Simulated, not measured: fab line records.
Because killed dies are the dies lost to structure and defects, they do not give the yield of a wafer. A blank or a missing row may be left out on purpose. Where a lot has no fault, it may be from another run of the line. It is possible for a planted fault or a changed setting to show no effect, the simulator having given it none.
One fault through the eyes of 2 desks | flow gf180mcu | every desk sees just its own numbers, and what lay behind them comes last

## AT THE METROLOGY DESK
Means of the sampled wafers that have a number, per lot and without regard to the tool the lot ran on: this is what the gauges read. A lot is out of limits, marked OUT, if its mean lies more than 4 standard deviations from the usual mean; the brackets give that distance.
Columns: A = V4_BOW at GF_V4_BOW_MEAS_05, usual 136 um; B = V5_CVD_02_THK at GF_V5_THK_MEAS_03, usual 1448 nm; C = cd-nm at GF_V5_CD_MEAS_14, usual 260.2 nm
lot  | first seen here | A   | B    | C
L774 | day 23 07:52    | 137 | 1443 | 260.8
L775 | day 24 01:55    | 141 | 1468 | 259.7
L776 | day 24 05:41    | 142 | 1443 | 258.3
L779 | day 25 09:31    | 120 | 1435 | 261.4
L780 | day 25 14:37    | 135 | 1449 | 261.9
L781 | day 26 05:32    | 145 | 1449 | 259.9
L782 | day 26 06:50    | 126 | 1427 | 260.1
L783 | day 26 16:11    | 135 | 1463 | 259.9
L789 | day 28 09:28    | 145 | 1418 | 254.8
L792 | day 29 10:01    | 137 | 1449 | 254.8
L796 | day 30 12:49    | 139 | 1443 | 259.0
L797 | day 30 21:01    | 139 | 1444 | 262.1
Result from this desk: across the 12 lots, nothing is out of limits.

## TOOL OWNER'S DESK, litho-track-03
The tool's own readings at GF_V5_COAT_09 (resist thk 1000 nm): means of the sampled wafers that have a number, for each lot that ran on this tool. A lot is out of limits, marked OUT, if its mean lies more than 4 standard deviations from the usual mean; the brackets give that distance.
Columns: A = exhaust-pa at GF_V5_COAT_09, usual 45.0 Pa
lot  | first seen here | A
L774 | day 26 15:00    | 44.2
L776 | day 27 11:00    | 45.2
L779 | day 28 11:00    | 45.7
L783 | day 29 18:00    | 45.4
L789 | day 31 05:00    | 46.0
L792 | day 32 04:00    | 46.0
Result from this desk: across the 6 lots, nothing is out of limits.

## ALL TOGETHER
Nothing out of limits was seen by the metrology desk.
Nothing out of limits was seen by the tool owner's desk.

## WHAT THE SIMULATOR PUT IN
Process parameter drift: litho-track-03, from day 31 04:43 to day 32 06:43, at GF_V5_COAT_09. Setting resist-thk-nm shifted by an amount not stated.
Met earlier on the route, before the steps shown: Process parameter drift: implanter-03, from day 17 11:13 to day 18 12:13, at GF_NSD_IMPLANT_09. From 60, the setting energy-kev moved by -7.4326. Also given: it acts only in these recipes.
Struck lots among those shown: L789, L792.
